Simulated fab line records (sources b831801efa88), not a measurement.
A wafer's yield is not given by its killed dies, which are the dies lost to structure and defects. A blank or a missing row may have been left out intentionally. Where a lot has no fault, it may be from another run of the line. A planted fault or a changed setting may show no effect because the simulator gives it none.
What tool caused it? + flow gf180mcu + 36 wafers from 12 lots sampled at 4 of the route's 602 steps

== WHAT THE GAUGES READ, wafer by wafer ==
GF_V3_BOW_MEAS_05.
| lot  | measured     | on           | V3_BOW (um) |
|------|--------------|--------------|-------------|
| L075 | day 22 23:22 | filmMetro-01 | 113 135 126 |
| L077 | day 23 16:11 | filmMetro-01 | 124 122 126 |
| L079 | day 24 09:56 | filmMetro-01 | 111 116 131 |
| L081 | day 25 00:44 | filmMetro-03 | 124 116 130 |
| L083 | day 25 12:55 | filmMetro-03 | 111 124 128 |
| L085 | day 26 04:56 | filmMetro-03 | 107 117 108 |
| L087 | day 26 15:02 | filmMetro-01 | 128 115 123 |
| L089 | day 27 05:37 | filmMetro-03 | 130 129 119 |
| L091 | day 27 19:45 | filmMetro-02 | 129 125 127 |
| L093 | day 28 03:05 | filmMetro-02 | 118 115 118 |
| L095 | day 28 18:24 | filmMetro-03 | 123 114 124 |
| L097 | day 29 11:40 | filmMetro-02 | 132 123 120 |

== WHICH TOOL RAN EACH LOT (tool, then ch and the chambers of the sampled wafers, then the start) ==
| lot  | GF_V1_CMP_26                  | GF_V2_STRIP_18                      | GF_M3_METAL_ETCH_16              |
|------|-------------------------------|-------------------------------------|----------------------------------|
| L075 | cmp-02 ch 0,1,2, day 19 15:16 | plasmaAsher-04 ch 0,1, day 21 18:26 | rieMetal-02 ch 0,1, day 22 22:07 |
| L077 | cmp-01 ch 1,2,3, day 20 11:00 | plasmaAsher-01 ch 0,1, day 22 13:54 | rieMetal-01 ch 0,1, day 23 14:59 |
| L079 | cmp-01 ch 1,2,3, day 21 07:20 | plasmaAsher-03 ch 0,1, day 23 08:17 | rieMetal-01 ch 0,1, day 24 08:43 |
| L081 | cmp-01 ch 2,3, day 22 00:11   | plasmaAsher-04 ch 0,1, day 24 01:28 | rieMetal-02 ch 0,1, day 24 23:31 |
| L083 | cmp-02 ch 1,2,3, day 22 14:08 | plasmaAsher-03 ch 0,1, day 24 14:34 | rieMetal-04 ch 0,1, day 25 11:37 |
| L085 | cmp-01 ch 0,1,3, day 23 07:07 | plasmaAsher-04 ch 0,1, day 25 03:53 | rieMetal-01 ch 1, day 26 03:19   |
| L087 | cmp-01 ch 0,1,2, day 23 17:41 | plasmaAsher-03 ch 0,1, day 25 14:40 | rieMetal-04 ch 0,1, day 26 13:49 |
| L089 | cmp-01 ch 0,2,3, day 24 11:51 | plasmaAsher-03 ch 0,1, day 26 06:01 | rieMetal-02 ch 0,1, day 27 04:25 |
| L091 | cmp-01 ch 0,1,2, day 25 00:11 | plasmaAsher-01 ch 1, day 26 20:26   | rieMetal-04 ch 1, day 27 18:31   |
| L093 | cmp-01 ch 0,2,3, day 25 08:25 | plasmaAsher-03 ch 0,1, day 27 04:11 | rieMetal-04 ch 0,1, day 28 01:53 |
| L095 | cmp-02 ch 0,3, day 26 00:31   | plasmaAsher-03 ch 0,1, day 27 19:51 | rieMetal-04 ch 1, day 28 17:10   |
| L097 | cmp-01 ch 0,3, day 26 17:58   | plasmaAsher-01 ch 0,1, day 28 13:14 | rieMetal-01 ch 0,1, day 29 10:27 |
- GF_V1_CMP_26: polishes, stops on SiO2, t overpolish 15 s, target thk 0 nm.
- GF_V2_STRIP_18: strips in O2/N2.
- GF_M3_METAL_ETCH_16: etches the open film in Cl2/BCl3, stops on SiO2, target depth 627.5 nm, time 104.6 s.

== THE ANSWER, worked out from the rows above alone ==
Rule: what is usual is taken from the lots themselves. The widest of any qualifying gaps counts: lots, ordered by their means at a reading, are off when they make up no more than a third of the lots, leave a main group of 4 or more, and stand apart from it by 3 or more times the standard deviation of that group's means. A main group is skipped when, at the precision printed for the reading in the tables above, its means are all equal. A lot without any number at a reading at which 4 lots or more have one is off too. The other lots that the step has rows for count as sound.
No lot is off at any reading shown: from this, nothing can be told.

== WHAT WAS PUT IN BY THE SIMULATOR ==
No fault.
